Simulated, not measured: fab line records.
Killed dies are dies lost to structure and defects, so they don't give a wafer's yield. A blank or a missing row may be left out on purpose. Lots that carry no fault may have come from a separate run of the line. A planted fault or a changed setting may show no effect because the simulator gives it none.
fab line records	flow sky130
record lots=6	wafers=18	last_day=49
route steps=708 shown SONOS_ONO@181 GATE_OXIDE@187 PAD_OPEN@708
lots that met no fault: taken from a fault-free run of the same line
start_h: hours from the record's first day to the start of the lot's first wafer shown	wait_h: hours elapsed since this lot's preceding step	" identical to the entry in the row above	L1.1+2: several wafers, shown together as one row	- no value, or no start was given	* or withheld: withheld	< > ~ a bound
route shown NAME@n: NAME is a module with steps in the file, n the number in the route of the first one	usual: mean/standard deviation of fault-free wafers	same: alike in all rows	chamber/n: place in a boat	sites: each site's reading	_std_site: how widely they spread, as a standard deviation	_edge_site: inner sites' mean taken away from outer sites' mean	radius_mm: for every site, how far away it sits from the centre of the wafer	mask NAME#n: copy n	behind: the most recent tool/chamber to have shaped the wafer	hold: what put the lot on hold/how long, in hours/how the hold closed	device: the n, p or np transistor that did not switch	end of line: tests of these same wafers at the route's end	a step without rows: its recipe alone	killed: dies lost to structure and defects at the first sort, not the wafer's yield	map: a wafer's dies, x killed, . not, _ none there
set.NAME: setting as actually run; set.NAME@STEP: the setting as run at that earlier step	model.NAME: the simulator's own value behind a step, which no gauge read
certain route steps with their lots: each step a table, each wafer a row
services: from which hour (start_h, from the record's first day; less than 0 if before it) a tool's chamber was out of use, for how many hours, and why
## steps
# step SKY_SONOS_ONO_CD_MEAS_13
# recipe target_cd_nm=410
# usual cd_nm=409.6/2.1
lot.wafer	tool	chamber	start_h	wait_h	cd_nm
L178.4	cd_sem-01	-	276.18	0.1	408.8
L178.5	"	-	"	"	408.8
L178.6	"	-	"	"	407.5
L183.1	cd_sem-02	-	320.82	0.1	407.7
L183.4	"	-	"	"	407.9
L183.5	"	-	"	"	406.1
L185.3	cd_sem-01	-	332.95	0.1	413.2
L185.4	"	-	"	"	411.3
L185.5	"	-	"	"	412.9
L188.1	cd_sem-01	-	362.76	0.1	405.1
L188.2	"	-	"	"	407.1
L188.5	"	-	"	"	409.2
L187.1	cd_sem-01	-	365.96	0.1	408.6
L187.2	"	-	"	"	409.2
L187.6	"	-	"	"	409.3
L197.2	cd_sem-01	-	449.88	0.1	406.3
L197.4	"	-	"	"	408.3
L197.6	"	-	"	"	407.8
# step SKY_SONOS_ONO_OVL_MEAS_14
# usual SONOS_ONO_OVL=-1.1/1.4
lot.wafer	tool	chamber	start_h	wait_h	SONOS_ONO_OVL[nm]
L178.4	overlay-02	-	276.26	0.1	-3.6
L178.5	"	-	"	"	0.0
L178.6	"	-	"	"	-2.4
L183.1	overlay-02	-	320.94	0.1	-3.8
L183.4	"	-	"	"	-2.5
L183.5	"	-	"	"	-1.4
L185.3	overlay-01	-	333.04	0.1	-1.8
L185.4	"	-	"	"	0.3
L185.5	"	-	"	"	-0.2
L188.1	overlay-02	-	362.88	0.1	-1.8
L188.2	"	-	"	"	-1.4
L188.5	"	-	"	"	-0.8
L187.1	overlay-01	-	366.08	0.1	1.4
L187.2	"	-	"	"	-0.5
L187.6	"	-	"	"	-0.7
L197.2	overlay-02	-	449.99	0.1	-1.3
L197.4	"	-	"	"	0.8
L197.6	"	-	"	"	-1.6
# step SKY_SONOS_ONO_ETCH_15
# recipe target_depth_nm=19.52	chemistry=CHF3/O2	source_w=600	bias_w=200	pressure_mtorr=40	chf3_flow_sccm=50	O2_flow_sccm=5	time_s=7.8
# usual chamber_pressure_mTorr=40.00/0.037	drypump_motor_current_A=5.7/0.63	oes_product_au=0.995/0.0098	throttle_valve_pct=8.823/0.01
lot.wafer	tool	chamber	start_h	wait_h	chamber_pressure_mTorr	drypump_motor_current_A	oes_product_au	rf_hours_counter_h	throttle_valve_pct
L178.4	rie_diel-01	1	276.27	0.0	40.00	5.1	1.000	44	8.819
L178.5	"	3	"	"	39.99	5.0	1.010	-	8.832
L178.6	"	0	"	"	39.96	6.1	0.988	-	8.817
L183.1	rie_diel-01	1	320.97	0.0	39.96	5.0	0.987	45	8.829
L183.4	"	2	"	"	39.97	6.7	0.990	37	8.817
L183.5	"	0	"	"	40.01	6.1	0.992	-	8.827
L185.3	rie_diel-01	1	333.07	0.0	40.09	5.1	0.990	45	8.813
L185.4	"	2	"	"	40.03	6.7	0.995	37	8.830
L185.5	"	0	"	"	40.02	6.1	0.975	-	8.814
L188.1	rie_diel-01	2	362.92	0.0	40.01	6.7	0.989	37	8.825
L188.2	"	3	"	"	39.94	5.1	1.004	19	8.839
L188.5	"	3	"	"	39.97	5.1	1.008	-	8.837
L187.1	rie_diel-03	2	366.12	0.0	39.97	6.4	0.984	9	8.815
L187.2	"	1	"	"	39.96	6.0	1.002	115	8.829
L187.6	"	1	"	"	40.01	6.0	1.008	-	8.829
L197.2	rie_diel-01	0	450.02	0.0	40.05	6.1	0.980	73	8.810
L197.4	"	3	"	"	40.03	5.1	0.996	20	8.827
L197.6	"	1	"	"	40.00	5.1	0.997	-	8.834
# step SKY_SONOS_ONO_WET_ETCH_16
# recipe chemistry=dHF	target_depth_nm=14	dry=n2_spin	target=SiO2	dilution=100:1	temp_c=25	time_s=280
# step SKY_SONOS_ONO_STRIP_17
# recipe chemistry=O2/N2	power_w=1400	pressure_mtorr=1500	platen_temp_c=withheld	o2_flow_sccm=3000	n2_flow_sccm=300	overash_fraction=0.5
# usual chamber_pressure_mTorr=1501/6.1	drypump_motor_current_A=5.7/0.45	oes_product_au=0.710/0.0045	strip_time_to_endpoint_s=14.08/0.04
lot.wafer	tool	chamber	start_h	wait_h	chamber_pressure_mTorr	drypump_motor_current_A	oes_product_au	rf_hours_counter_h	strip_time_to_endpoint_s
L178.4	plasma_asher-04	0	276.42	0.0	1501	6.0	0.707	-	14.15
L178.5	"	1	"	"	1500	5.9	0.718	-	14.12
L178.6	"	0	"	"	1502	6.0	0.710	-	14.18
L183.1	plasma_asher-03	0	321.17	0.0	1502	5.6	0.712	66	14.13
L183.4	"	0	"	"	1500	5.7	0.708	-	14.13
L183.5	"	1	"	"	1499	6.2	0.711	-	14.07
L185.3	plasma_asher-03	0	333.29	0.0	1501	5.6	0.706	-	14.11
L185.4	"	1	"	"	1500	6.2	0.707	-	14.08
L185.5	"	1	"	"	1499	6.1	0.702	-	14.05
L188.1	plasma_asher-02	1	363.02	0.0	1501	5.8	0.714	22	14.02
L188.2	"	0	"	"	1501	4.8	0.713	22	14.07
L188.5	"	0	"	"	1499	4.8	0.709	-	14.07
L187.1	plasma_asher-03	1	366.36	0.0	1500	6.1	0.714	71	14.11
L187.2	"	0	"	"	1501	5.7	0.717	71	14.06
L187.6	"	1	"	"	1501	6.2	0.707	-	14.10
L197.2	plasma_asher-03	1	450.12	0.0	1499	6.1	0.708	80	14.02
L197.4	"	0	"	"	1500	5.6	0.713	-	14.05
L197.6	"	1	"	"	1500	6.1	0.704	-	14.03
# step SKY_SONOS_ONO_WET_ETCH_18
# recipe chemistry=H3PO4	target_depth_nm=15	target=Si3N4	temp_c=160	time_s=172
# step SKY_GATE_OXIDE_CLEAN_00
# recipe chemistry=SC1/SC2	mix=1:4:20	temp_c=70	time_s=150	dry=n2_spin
# step SKY_GATE_OXIDE_OXIDATION_01
# recipe temp_c=900	ambient=O2	stabilise_s=600	purge_s=300	target_thk_a=102.68	ox_time_s=1473
# step SKY_GATE_OXIDE_THK_MEAS_02
# recipe reads=SiO2_of_GATE_OXIDE_OXIDATION_01
# usual GATE_OXIDE_OXIDATION_00_THK=10.21/0.18
lot.wafer	tool	chamber	start_h	wait_h	GATE_OXIDE_OXIDATION_00_THK[nm]
L178.4	film_metro-02	-	278.80	0.0	10.14
L178.5	"	-	"	"	10.04
L178.6	"	-	"	"	10.36
L183.1	film_metro-01	-	323.60	0.0	10.26
L183.4	"	-	"	"	10.24
L183.5	"	-	"	"	10.15
L185.3	film_metro-04	-	335.09	0.0	10.51
L185.4	"	-	"	"	10.30
L185.5	"	-	"	"	10.47
L188.1	film_metro-02	-	365.22	0.0	10.08
L188.2	"	-	"	"	10.18
L188.5	"	-	"	"	10.18
L187.1	film_metro-04	-	368.81	0.0	10.17
L187.2	"	-	"	"	10.16
L187.6	"	-	"	"	10.39
L197.2	film_metro-04	-	451.97	0.0	10.41
L197.4	"	-	"	"	10.51
L197.6	"	-	"	"	10.46
# step SKY_GATE_OXIDE_DEHYDRATE_03
# recipe temp_c=200	time_s=60
# step SKY_GATE_OXIDE_HMDS_04
# recipe prime_time_s=60	prime_temp_c=120
# step SKY_GATE_OXIDE_COAT_05
# recipe resist=NOVOLAK	spin_rpm=3000	resist_thk_nm=1140
# step SKY_GATE_OXIDE_SOFTBAKE_06
# recipe temp_c=90	time_s=60	resist=NOVOLAK
# usual chill_plate_temp_C=23.03/0.11	heater_power_total_W=56.59/0.047	plate_temp_C=90.01/0.12
lot.wafer	tool	chamber	start_h	wait_h	chill_plate_temp_C	heater_power_total_W	plate_temp_C	model.NOVOLAK_of_GATE_OXIDE_COAT_05.thk_nm
L178.4	litho_track-01	0	292.04	0.1	22.94	56.69	90.18	1136
L178.5	"	0	"	"	22.99	56.63	90.07	1138
L178.6	"	0	"	"	22.81	56.64	90.10	1139
L183.1	litho_track-01	0	336.12	0.1	22.86	56.54	90.07	1141
L183.4	"	0	"	"	22.93	56.61	89.92	1141
L183.5	"	0	"	"	22.96	56.60	90.04	1142
L185.3	litho_track-01	0	348.67	0.1	23.12	67.28	101.95	1102
L185.4	"	0	"	"	23.08	67.20	101.68	1105
L185.5	"	0	"	"	23.31	67.17	101.75	1100
L188.1	litho_track-01	0	379.37	0.1	22.88	67.32	101.93	1102
L188.2	"	0	"	"	22.91	67.31	102.01	1105
L188.5	"	0	"	"	23.02	67.38	102.10	1101
L187.1	litho_track-04	0	382.61	0.1	23.15	56.57	90.12	1139
L187.2	"	0	"	"	23.13	56.54	90.09	1135
L187.6	"	0	"	"	23.07	56.49	90.02	1138
L197.2	litho_track-01	0	467.64	0.1	23.02	56.48	89.79	1143
L197.4	"	0	"	"	23.04	56.58	89.93	1140
L197.6	"	0	"	"	23.06	56.58	89.92	1136
# step SKY_GATE_OXIDE_EXPOSE_07
# recipe mask_id=LVOM	na=0.6	source_shape=conventional	sigma_outer=0.6	polarization=unpolarized	target_cd_nm=600	dose_mj=170
# step SKY_GATE_OXIDE_PEB_08
# recipe temp_c=withheld	time_s=*	resist=NOVOLAK
# step SKY_GATE_OXIDE_DEVELOP_09
# recipe resist=NOVOLAK	developer=TMAH	develop_time_s=60	dev_temp_c=23
# usual chill_plate_temp_C=23.02/0.11
lot.wafer	tool	chamber	start_h	wait_h	chill_plate_temp_C	model.NOVOLAK_of_GATE_OXIDE_COAT_05.thk_nm
L178.4	litho_track-04	0	304.19	0.1	22.87	1136
L178.5	"	0	"	"	22.90	1138
L178.6	"	0	"	"	23.01	1138
L183.1	litho_track-01	0	349.87	0.1	23.23	1141
L183.4	"	0	"	"	23.06	1141
L183.5	"	0	"	"	22.98	1141
L185.3	litho_track-01	0	361.57	0.1	23.06	1102
L185.4	"	0	"	"	23.05	1104
L185.5	"	0	"	"	23.08	1100
L188.1	litho_track-04	0	393.36	0.1	22.96	1101
L188.2	"	0	"	"	23.06	1104
L188.5	"	0	"	"	23.13	1101
L187.1	litho_track-01	0	397.12	0.1	22.87	1139
L187.2	"	0	"	"	23.03	1135
L187.6	"	0	"	"	22.90	1137
L197.2	litho_track-01	0	482.64	0.1	23.06	1142
L197.4	"	0	"	"	22.89	1140
L197.6	"	0	"	"	22.96	1136
# step SKY_GATE_OXIDE_OVL_MEAS_10
# usual GATE_OXIDE_OVL=-1.0/1.3
lot.wafer	tool	chamber	start_h	wait_h	GATE_OXIDE_OVL[nm]
L178.4	overlay-01	-	304.28	0.1	0.1
L178.5	"	-	"	"	-1.0
L178.6	"	-	"	"	2.8
L183.1	overlay-01	-	350.02	0.1	-0.7
L183.4	"	-	"	"	-0.1
L183.5	"	-	"	"	1.2
L185.3	overlay-02	-	361.68	0.1	-2.2
L185.4	"	-	"	"	-0.2
L185.5	"	-	"	"	0.1
L188.1	overlay-01	-	393.51	0.1	-0.4
L188.2	"	-	"	"	-3.0
L188.5	"	-	"	"	-1.9
L187.1	overlay-01	-	397.27	0.1	-1.2
L187.2	"	-	"	"	-0.9
L187.6	"	-	"	"	-1.2
L197.2	overlay-01	-	482.77	0.1	0.2
L197.4	"	-	"	"	-0.8
L197.6	"	-	"	"	-0.3
# step SKY_GATE_OXIDE_IMPLANT_11
# recipe species=B	energy_kev=10	dose_cm2=2.6e+12	tilt_deg=withheld
# step SKY_GATE_OXIDE_WET_ETCH_12
# recipe chemistry=dHF	target_depth_nm=16.8	dry=n2_spin	target=SiO2	dilution=100:1	temp_c=25	time_s=336
# step SKY_GATE_OXIDE_STRIP_13
# recipe chemistry=O2/N2	power_w=1400	pressure_mtorr=1500	platen_temp_c=withheld	o2_flow_sccm=3000	n2_flow_sccm=300	overash_fraction=0.5
# usual chamber_pressure_mTorr=1500.1/1.4	drypump_motor_current_A=5.7/0.48	oes_product_au=0.716/0.0046	strip_time_to_endpoint_s=14.18/0.043
lot.wafer	tool	chamber	start_h	wait_h	chamber_pressure_mTorr	drypump_motor_current_A	oes_product_au	rf_hours_counter_h	strip_time_to_endpoint_s
L178.4	plasma_asher-03	1	304.58	0.0	1498.8	6.1	0.718	-	14.13
L178.5	"	0	"	"	1500.8	5.7	0.706	-	14.16
L178.6	"	1	"	"	1498.4	6.1	0.716	-	14.17
L183.1	plasma_asher-03	1	350.31	0.0	1500.3	6.2	0.717	70	14.19
L183.4	"	0	"	"	1498.3	5.7	0.718	-	14.20
L183.5	"	0	"	"	1497.1	5.6	0.719	-	14.20
L185.3	plasma_asher-02	0	361.99	0.0	1501.9	4.8	0.712	-	13.74
L185.4	"	1	"	"	1498.4	5.8	0.716	-	13.76
L185.5	"	1	"	"	1499.6	5.8	0.707	-	13.71
L188.1	plasma_asher-02	0	393.80	0.0	1501.6	4.8	0.719	25	13.71
L188.2	"	1	"	"	1501.1	5.8	0.716	25	13.76
L188.5	"	1	"	"	1500.2	5.8	0.722	-	13.72
L187.1	plasma_asher-01	1	397.57	0.0	1500.9	5.6	0.715	58	14.15
L187.2	"	0	"	"	1501.5	6.3	0.714	58	14.11
L187.6	"	1	"	"	1500.5	5.7	0.716	-	14.15
L197.2	plasma_asher-01	1	483.05	0.0	1498.4	5.7	0.716	67	14.21
L197.4	"	0	"	"	1498.7	6.3	0.714	-	14.16
L197.6	"	0	"	"	1499.8	6.3	0.717	-	14.11
# step SKY_GATE_OXIDE_TW_MEAS_14
# usual GATE_OXIDE_TW=224.9/2.5
lot.wafer	tool	chamber	start_h	wait_h	GATE_OXIDE_TW
L178.4	film_metro-01	-	304.68	0.1	219.0
L178.5	"	-	"	"	220.2
L178.6	"	-	"	"	220.7
L183.1	film_metro-04	-	350.41	0.1	225.5
L183.4	"	-	"	"	225.6
L183.5	"	-	"	"	226.9
L185.3	film_metro-01	-	362.08	0.1	221.6
L185.4	"	-	"	"	221.2
L185.5	"	-	"	"	221.5
L188.1	film_metro-02	-	393.90	0.1	226.6
L188.2	"	-	"	"	226.7
L188.5	"	-	"	"	227.1
L187.1	film_metro-02	-	397.67	0.1	226.5
L187.2	"	-	"	"	228.0
L187.6	"	-	"	"	226.9
L197.2	film_metro-01	-	483.16	0.1	221.3
L197.4	"	-	"	"	221.0
L197.6	"	-	"	"	222.4
# step SKY_PAD_OPEN_PROBE_99
# usual killed_at_M0_to_M3=43/7.2	killed_at_M4_up=3.2/1.8	killed_at_contacts=23/5.6	killed_at_front_end=15/4.6	killed_at_other=0.3/0.71	killed_dies=85/10	killed_open=46/7.8	killed_short=38/6.5
# same gross_dies=492	killed_at_back_side=0
lot.wafer	tool	chamber	start_h	wait_h	killed_at_M0_to_M3	killed_at_M4_up	killed_at_contacts	killed_at_front_end	killed_at_other	killed_dies	killed_open	killed_short
L178.4	prober-01	-	1074.13	0.2	54	4	20	25	1	104	54	46
L178.5	prober-01	-	1074.18	0.2	39	1	31	19	2	92	60	30
L178.6	prober-01	-	1074.23	0.2	39	6	25	22	0	92	37	54
L183.1	prober-02	-	1110.49	0.1	46	3	28	12	0	89	50	39
L183.4	prober-02	-	1110.64	0.2	39	0	33	16	0	88	46	42
L183.5	prober-02	-	1110.69	0.2	37	3	22	9	0	71	37	34
L185.4	prober-01	-	1115.89	0.2	39	3	20	15	0	77	42	35
L185.5	prober-01	-	1115.94	0.2	62	2	20	18	1	103	60	43
L188.1	prober-01	-	1134.85	0.1	38	3	32	20	2	95	58	35
L188.5	prober-01	-	1135.05	0.2	48	3	29	16	1	97	58	38
L187.1	prober-02	-	1139.19	0.1	37	4	14	16	1	72	42	27
L187.2	prober-02	-	1139.24	0.1	44	3	32	15	0	94	54	39
L187.6	prober-02	-	1139.44	0.2	48	4	21	17	0	90	45	45
L197.2	prober-01	-	1187.71	0.1	39	2	20	17	0	78	47	30
L197.4	prober-01	-	1187.81	0.2	35	6	32	17	1	91	51	40
L197.6	prober-01	-	1187.91	0.2	35	6	33	17	0	91	51	38
# killed by level:class
L178.4 VIA1:geometric_particle:open=12 METAL2:geometric_particle:short=9 VIA2:geometric_particle:open=9 FIELD_ISO:geometric_particle:short=8 VIA3:geometric_particle:open=6 FIELD_ISO:geometric_particle:open=5 LI_CONTACT:geometric_particle:open=5 VIA1:geometric_particle:short=4
L178.5 VIA1:geometric_particle:open=16 CONTACT:geometric_particle:open=11 LI_CONTACT:geometric_particle:open=10 VIA2:geometric_particle:open=6 CONTACT:geometric_particle:short=6 VIA3:geometric_particle:open=6 POLY_CUT:geometric_particle:open=4 LOCAL_INTERCONNECT:geometric_particle:short=4
L178.6 VIA2:geometric_particle:open=10 METAL1:geometric_particle:short=8 LI_CONTACT:geometric_particle:open=8 POLY_GATE:geometric_particle:short=7 FIELD_ISO:geometric_particle:short=6 LOCAL_INTERCONNECT:geometric_particle:short=6 CONTACT:geometric_particle:open=6 METAL2:geometric_particle:short=6
L183.1 CONTACT:geometric_particle:open=14 VIA1:geometric_particle:open=11 VIA2:geometric_particle:open=6 CONTACT:geometric_particle:short=5 METAL2:geometric_particle:short=5 VIA3:geometric_particle:open=5 LI_CONTACT:geometric_particle:open=4 METAL3:geometric_particle:short=4
L183.4 CONTACT:geometric_particle:open=18 CONTACT:geometric_particle:short=9 METAL2:geometric_particle:short=7 FIELD_ISO:geometric_particle:open=6 VIA1:geometric_particle:open=6 METAL1:geometric_particle:short=5 VIA2:geometric_particle:short=5 LI_CONTACT:geometric_particle:open=4
L183.5 METAL2:geometric_particle:short=10 LI_CONTACT:geometric_particle:open=8 CONTACT:geometric_particle:short=6 VIA3:geometric_particle:open=6 CONTACT:geometric_particle:open=4 VIA1:geometric_particle:open=4 VIA2:geometric_particle:short=4 FIELD_ISO:geometric_particle:open=3
L185.4 VIA1:geometric_particle:open=9 LI_CONTACT:geometric_particle:open=8 VIA2:geometric_particle:open=6 FIELD_ISO:geometric_particle:open=5 CONTACT:geometric_particle:open=5 VIA3:geometric_particle:open=5 POLY_GATE:geometric_particle:short=4 LOCAL_INTERCONNECT:geometric_particle:short=4
L185.5 VIA1:geometric_particle:open=15 VIA3:geometric_particle:open=11 CONTACT:geometric_particle:open=10 METAL1:geometric_particle:short=6 VIA2:geometric_particle:open=6 POLY_GATE:geometric_particle:open=4 METAL2:geometric_particle:short=4 METAL3:geometric_particle:short=4
L188.1 CONTACT:geometric_particle:open=12 POLY_GATE:geometric_particle:open=9 VIA1:geometric_particle:open=8 LI_CONTACT:geometric_particle:open=7 LOCAL_INTERCONNECT:geometric_particle:short=5 CONTACT:geometric_particle:short=5 VIA1:geometric_particle:short=4 METAL2:geometric_particle:open=4
L188.5 VIA1:geometric_particle:open=10 CONTACT:geometric_particle:open=9 VIA3:geometric_particle:open=8 CONTACT:geometric_particle:short=7 VIA2:geometric_particle:open=6 LI_CONTACT:geometric_particle:open=5 METAL2:geometric_particle:short=5 FIELD_ISO:geometric_particle:short=4
L187.1 VIA1:geometric_particle:open=9 FIELD_ISO:geometric_particle:open=7 LI_CONTACT:geometric_particle:open=5 VIA2:geometric_particle:open=4 CONTACT:geometric_particle:open=4 VIA1:geometric_particle:short=4 METAL2:geometric_particle:short=4 METAL3:geometric_particle:short=4
L187.2 CONTACT:geometric_particle:open=12 VIA1:geometric_particle:open=10 VIA2:geometric_particle:open=7 LI_CONTACT:geometric_particle:open=6 METAL1:geometric_particle:short=6 METAL2:geometric_particle:short=6 LOCAL_INTERCONNECT:geometric_particle:short=4 LI_CONTACT:geometric_particle:short=4
L187.6 VIA1:geometric_particle:open=11 VIA3:geometric_particle:open=8 CONTACT:geometric_particle:open=8 FIELD_ISO:geometric_particle:short=5 CONTACT:geometric_particle:short=5 METAL1:geometric_particle:short=5 METAL2:geometric_particle:short=5 LOCAL_INTERCONNECT:geometric_particle:short=4
L197.2 VIA1:geometric_particle:open=9 CONTACT:geometric_particle:open=8 METAL2:geometric_particle:short=6 VIA3:geometric_particle:open=6 VIA2:geometric_particle:open=5 POLY_GATE:geometric_particle:short=4 LI_CONTACT:geometric_particle:open=4 VIA1:geometric_particle:short=4
L197.4 VIA1:geometric_particle:open=12 CONTACT:geometric_particle:open=10 LOCAL_INTERCONNECT:geometric_particle:short=8 CONTACT:geometric_particle:short=7 POLY_GATE:geometric_particle:open=6 FIELD_ISO:geometric_particle:open=5 LI_CONTACT:geometric_particle:open=4 METAL4:geometric_particle:short=4
L197.6 VIA1:geometric_particle:open=13 CONTACT:geometric_particle:open=13 FIELD_ISO:geometric_particle:open=6 CONTACT:geometric_particle:short=6 LI_CONTACT:geometric_particle:open=6 METAL1:geometric_particle:short=5 LOCAL_INTERCONNECT:geometric_particle:short=4 VIA2:geometric_particle:open=4
## services
tool	chamber	start_h	hours	kind
rie_diel-03	2	273.28	2.6	repair
plasma_asher-02	-	282.42	6.6	repair
rie_diel-03	3	300.06	-	clean
rie_diel-03	3	300.06	27.8	scheduled_down
rie_diel-03	3	300.06	27.8	vent_cycle
rie_diel-03	-	300.77	1.2	repair
plasma_asher-02	-	310.47	1.7	repair
rie_diel-03	-	322.65	1.6	repair
plasma_asher-02	-	324.24	2.8	pm
plasma_asher-01	-	328.39	4.3	pm
plasma_asher-02	-	332.69	6.3	repair
rie_diel-01	3	340.34	9.1	repair
plasma_asher-04	-	342.05	1.4	repair
rie_diel-01	2	342.31	9.1	repair
rie_diel-03	0	353.87	-	clean
rie_diel-03	0	353.87	15.4	scheduled_down
rie_diel-03	0	353.87	15.4	vent_cycle
rie_diel-01	0	355.70	2.0	repair
rie_diel-01	-	372.57	0.4	repair
rie_diel-01	3	378.47	7.0	repair
plasma_asher-04	-	421.25	9.0	pm
rie_diel-03	2	425.63	8.2	repair
plasma_asher-02	-	435.17	6.6	repair
rie_diel-01	1	451.14	2.8	repair
## key
first_sign step=SKY_GATE_OXIDE_SOFTBAKE_06	reading=heater_power_total_W	direction=up	sigmas=99+	usual=*	struck=*
effect step=SKY_GATE_OXIDE_SOFTBAKE_06	reading=plate_temp_C	direction=up	sigmas=99+	usual=*	struck=*
effect step=SKY_GATE_OXIDE_STRIP_13	reading=strip_time_to_endpoint_s	direction=down	sigmas=10	usual=*	struck=*
model_effect step=SKY_GATE_OXIDE_SOFTBAKE_06	value=NOVOLAK_of_GATE_OXIDE_COAT_05.thk_nm	without=1138	struck=1102
model_effect step=SKY_GATE_OXIDE_DEVELOP_09	value=NOVOLAK_of_GATE_OXIDE_COAT_05.thk_nm	without=1138	struck=1102
met_at SKY_GATE_OXIDE_SOFTBAKE_06
struck_wafers L185.3,L185.4,L185.5,L188.1,L188.2,L188.5
rows_end L185.3,L188.2
tester_left_out L185,L188
onset_between 336.12 348.67
fault kind=process_parameter_drift	tool=litho_track-01	chamber=-	onset_h=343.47	steps=SKY_GATE_OXIDE_SOFTBAKE_06	channel=temp_c	offset=*	shape=step	end_h=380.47	acts_in=*	stated=*
# tester_left_out: of these lots the tester's yield and bins aren't shown, on N5 and GAA mostly nor the transistor test; their killed dies are dies lost to structure and defects alone, not to doping, threshold or leakage, so they don't give the yield
# rows_end: these wafers met a further fault down the route, and their rows from its step on are left out
